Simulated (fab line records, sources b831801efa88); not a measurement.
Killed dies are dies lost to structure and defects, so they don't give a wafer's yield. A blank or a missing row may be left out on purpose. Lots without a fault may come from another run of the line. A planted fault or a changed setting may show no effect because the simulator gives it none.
A struck lot beside a sound one | flow sfq_line | 14 steps out of a route of 325
Sound: wafers L644.3, L644.4, L644.6. Struck: wafers L652.3, L652.5, L652.6. The cause comes at the end.
At each step with rows: each side's tool, then ch and its chambers, then its first start. Under that, the readings that differ: sound wafers | struck wafers | difference of the means | sigmas: that difference in standard deviations of wafers without a fault.
alike: readings whose means differ by less than 2 such deviations, and words and numbers that are the same on both sides. not compared: withheld readings, readings that some wafer has no value for, bounds like >300 that may hide the same value, and numbers for which the record gives no deviation and whose values overlap.
The two part at a step that has a row with sigmas, a row that says differs or no value, or rows on one side only. Numbers that don't overlap but have no deviation are shown without sigmas and don't part them. A reading that every wafer of one side lacks parts them only if that side has two wafers or more.

SFQ_TRILAYER_JJ_CE_ETCH_RIE_118: chemistry SF6, target Nb, stops on Al2O3, time 97.7 s, target depth 170 nm.
  sound on rie_metal-04 ch 0,1, day 46 16:59; struck on rie_metal-01 ch 0,1, day 50 15:57
  alike: drypump_motor_current_A, oes_product_au
  not compared: rf_hours_counter_h
then, 1 step without rows for these wafers: SFQ_TRILAYER_JJ_ANODIZE_ANODIZE_119.
SFQ_TRILAYER_JJ_CE_STRIP_STRIP_120: strips in O2.
  sound on rie_metal-03 ch 0,1, day 46 17:46; struck on rie_metal-03 ch 0,1, day 50 16:43
  alike: drypump_motor_current_A, oes_product_au
  not compared: rf_hours_counter_h
then, 7 steps without rows for these wafers: SFQ_TRILAYER_JJ_CE_STRIP_SOLV_CLEAN_121 (cleans in NMP, time 600 s); SFQ_TRILAYER_M5_LITHO_COAT_128 (resist thk 62 nm); SFQ_TRILAYER_M5_LITHO_COAT_123 (resist thk 600 nm); SFQ_TRILAYER_M5_LITHO_SOFTBAKE_127; SFQ_TRILAYER_M5_LITHO_EXPOSE_124 (exposes mask M5, target cd 700 nm); SFQ_TRILAYER_M5_LITHO_PEB_126 (peb time 60 s); SFQ_TRILAYER_M5_LITHO_DEVELOP_125 (time 60 s).
-- the record jumps here: 6 days lie between the struck wafers' starts before and after --
SFQ_M5_OVL_MEAS_932:
  sound on overlay-01, day 46 20:35; struck on overlay-01, day 56 23:14
  alike: M5_OVL
SFQ_TRILAYER_M5_BARC_OPEN_METAL_ETCH_161: etches BARC in O2, target depth 125 nm, time 41.7 s.
  sound on rie_metal-03 ch 0,1, day 46 20:38; struck on rie_metal-01 ch 0,1, day 56 23:16
  alike: bias_w, drypump_motor_current_A, oes_product_au
  not compared: rf_hours_counter_h
SFQ_TRILAYER_M5_ETCH_METAL_ETCH_126: etches Nb in Cl2/BCl3, stops on SiO2, time 203.2 s, target depth 265 nm.
  sound on rie_metal-03 ch 0,1, day 46 20:44; struck on rie_metal-01 ch 0,1, day 56 23:22
  reading                                             | sound             | struck            | difference | sigmas
  bias_w (W)                                          | 80.10 79.76 79.83 | 90.17 89.86 89.84 | +10.06     | +44
  model.KrF_of_TRILAYER_M5_LITHO_COAT_123.thk_nm (nm) | 367.7 376.2 368.6 | 363.2 362.2 362.6 | -8.2       |
  alike: drypump_motor_current_A, oes_product_au
  not compared: rf_hours_counter_h
SFQ_TRILAYER_M5_STRIP_STRIP_127: strips in O2.
  sound on rie_metal-03 ch 0,1, day 46 21:04; struck on rie_metal-01 ch 0,1, day 56 23:42
  alike: drypump_motor_current_A, oes_product_au
  not compared: rf_hours_counter_h

WHERE THEY PART
Only at SFQ_TRILAYER_M5_ETCH_METAL_ETCH_126, within this record. Later steps at which nothing parts them and some readings are alike: SFQ_TRILAYER_M5_STRIP_STRIP_127.

WHY: what the simulator had put in
Process parameter drift: rie_metal-01, from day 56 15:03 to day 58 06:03, at SFQ_TRILAYER_M5_ETCH_METAL_ETCH_126. Setting bias_w, moved by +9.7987, from 80. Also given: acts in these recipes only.
